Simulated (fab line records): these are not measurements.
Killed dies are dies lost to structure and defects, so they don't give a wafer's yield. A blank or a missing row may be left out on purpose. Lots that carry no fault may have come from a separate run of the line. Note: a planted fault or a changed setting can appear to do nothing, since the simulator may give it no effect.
Comparing a struck lot with a sound one    flow sfqLine    21 out of 325 route steps
Sound: the wafers L564.3, L564.5, L564.6. Wafers L574.1, L574.3, L574.6 were the ones struck. The cause comes at the end.
At each step with rows: each side's tool, then ch and its chambers, then its first start. Under that, the readings that differ: sound wafers    struck wafers    difference of the means    sigmas: that difference in standard deviations of wafers without a fault.
alike: readings with means less than 2 such deviations apart, plus words and numbers identical on both sides. not compared: withheld readings, readings lacking a value on some wafer, bounds such as >300 that could conceal the same value, and numbers that have no deviation in the record and whose values overlap.
A row with sigmas, a row that says differs or no value, or rows on one side alone: a step with any of these is where the two part. Non-overlapping numbers with no deviation appear without sigmas and do not part them. A reading that every wafer of one side lacks parts them only if that side has two wafers or more.

first, 2 steps without rows for these wafers: SFQ_TRILAYER_M7_LITHO_PEB_180 (peb time 60 s); SFQ_TRILAYER_M7_LITHO_DEVELOP_179 (time 60 s).
SFQ_M7_OVL_MEAS_945:
  sound: overlay-02 at day 79 15:59; struck: overlay-02 at day 86 06:35
reading      sound      struck  difference  sigmas
M7_OVL (nm)  -13 -7 -9  5 11 5  +17         +4
then, 1 step without rows for these wafers: SFQ_TRILAYER_M7_BARC_OPEN_METAL_ETCH_229 (etches BARC in O2, target depth 125 nm, time 41.7 s).
SFQ_TRILAYER_M7_ETCH_METAL_ETCH_180: etches Nb in Cl2/Ar, stops on SiO2, target depth 240 nm, time 120 s.
  sound on rieMetal-03 ch 0,1, day 79 16:07; struck on rieMetal-02 ch 0,1, day 86 06:41
  alike: drypumpMotorCurrentA, oesProductAu
  not compared: rfHoursCounterH
then, 2 steps without rows for these wafers: SFQ_TRILAYER_M7_STRIP_STRIP_181 (strips in O2); SFQ_TRILAYER_M7_STRIP_SOLV_CLEAN_182 (cleans in NMP, time 600 s).
SFQ_TRILAYER_I7_DEP_PECVD_183: deposits SiO2 from SiH4/N2O, time 111.11 s, target thk 500 nm.
  sound on pecvd-02 ch 0,1,2, day 79 16:58; struck on pecvd-02 ch 0,1, day 86 07:35
  alike: heaterPowerW, throttleValvePct
then, 1 step without rows for these wafers: SFQ_TRILAYER_I7_CMP_CMP_184 (polishes SiO2).
SFQ_I7_BOW_MEAS_946:
  sound: filmMetro-03 at day 79 20:05; struck: filmMetro-02 at day 86 11:39
  alike: I7_BOW
SFQ_TRILAYER_I7_METRO_MEASURE_185:
  sound: filmMetro-03 at day 79 20:34; struck: filmMetro-02 at day 86 11:46
  alike: thkNm
then, 1 step without rows for these wafers: SFQ_TRILAYER_I7_VIA_LITHO_COAT_192 (resist thk 62 nm).
SFQ_TRILAYER_I7_VIA_LITHO_COAT_187: resist thk 650 nm.
  sound on lithoTrack-01 ch 0, day 79 21:46; struck on lithoTrack-01 ch 0, day 86 13:16
reading                                                 sound                 struck                difference  sigmas
spinSpeedRpm (rpm)                                      2998.4 2998.0 2997.7  3593.3 3596.4 3598.2  +597.9      +99 or more
model.KrF_of_TRILAYER_I7_VIA_LITHO_COAT_187.thkNm (nm)  653.5 652.2 653.2     593.2 593.9 593.7     -59.4       
then, 4 steps without rows for these wafers: SFQ_TRILAYER_I7_VIA_LITHO_SOFTBAKE_191; SFQ_TRILAYER_I7_VIA_LITHO_EXPOSE_188 (exposes mask I7, target cd 1000 nm); SFQ_TRILAYER_I7_VIA_LITHO_PEB_190 (peb time 60 s); SFQ_TRILAYER_I7_VIA_LITHO_DEVELOP_189 (time 60 s).
-- the record jumps here: 4 days lie between the struck wafers' starts before and after --
SFQ_I7_OVL_MEAS_947:
  sound: overlay-01 at day 84 13:16; struck: overlay-02 at day 90 09:08
  alike: I7_OVL
SFQ_TRILAYER_I7_VIA_BARC_OPEN_VIA_ETCH_260: etches BARC in O2, target depth 125 nm, time 41.7 s.
  sound on rieDiel-03 ch 0,1,2, day 84 13:17; struck on rieDiel-03 ch 0,1, day 90 09:11
  alike: drypumpMotorCurrentA, oesProductAu
  not compared: rfHoursCounterH
SFQ_TRILAYER_I7_VIA_ETCH_VIA_ETCH_190: etches SiO2 in CHF3, stops on Nb, target depth 260 nm.
  sound on rieDiel-03 ch 0,1,2, day 84 13:19; struck on rieDiel-03 ch 0,1, day 90 09:13
reading                                                 sound              struck             difference  sigmas
model.KrF_of_TRILAYER_I7_VIA_LITHO_COAT_187.thkNm (nm)  530.1 530.7 533.6  468.4 472.2 471.8  -60.7       
  alike: drypumpMotorCurrentA, oesProductAu
SFQ_TRILAYER_I7_VIA_STRIP_STRIP_191: strips in O2.
  sound on rieMetal-02 ch 0,1, day 84 13:38; struck on rieMetal-02 ch 0,1, day 90 09:20
  alike: drypumpMotorCurrentA, oesProductAu
  not compared: rfHoursCounterH

## WHERE THEY PART
Last at SFQ_TRILAYER_I7_VIA_LITHO_COAT_187 as far as this record goes, first at SFQ_M7_OVL_MEAS_945. Later steps at which nothing parts them and some readings are alike: SFQ_I7_OVL_MEAS_947, SFQ_TRILAYER_I7_VIA_BARC_OPEN_VIA_ETCH_260, SFQ_TRILAYER_I7_VIA_ETCH_VIA_ETCH_190, SFQ_TRILAYER_I7_VIA_STRIP_STRIP_191.

WHY: what had been put in by the simulator
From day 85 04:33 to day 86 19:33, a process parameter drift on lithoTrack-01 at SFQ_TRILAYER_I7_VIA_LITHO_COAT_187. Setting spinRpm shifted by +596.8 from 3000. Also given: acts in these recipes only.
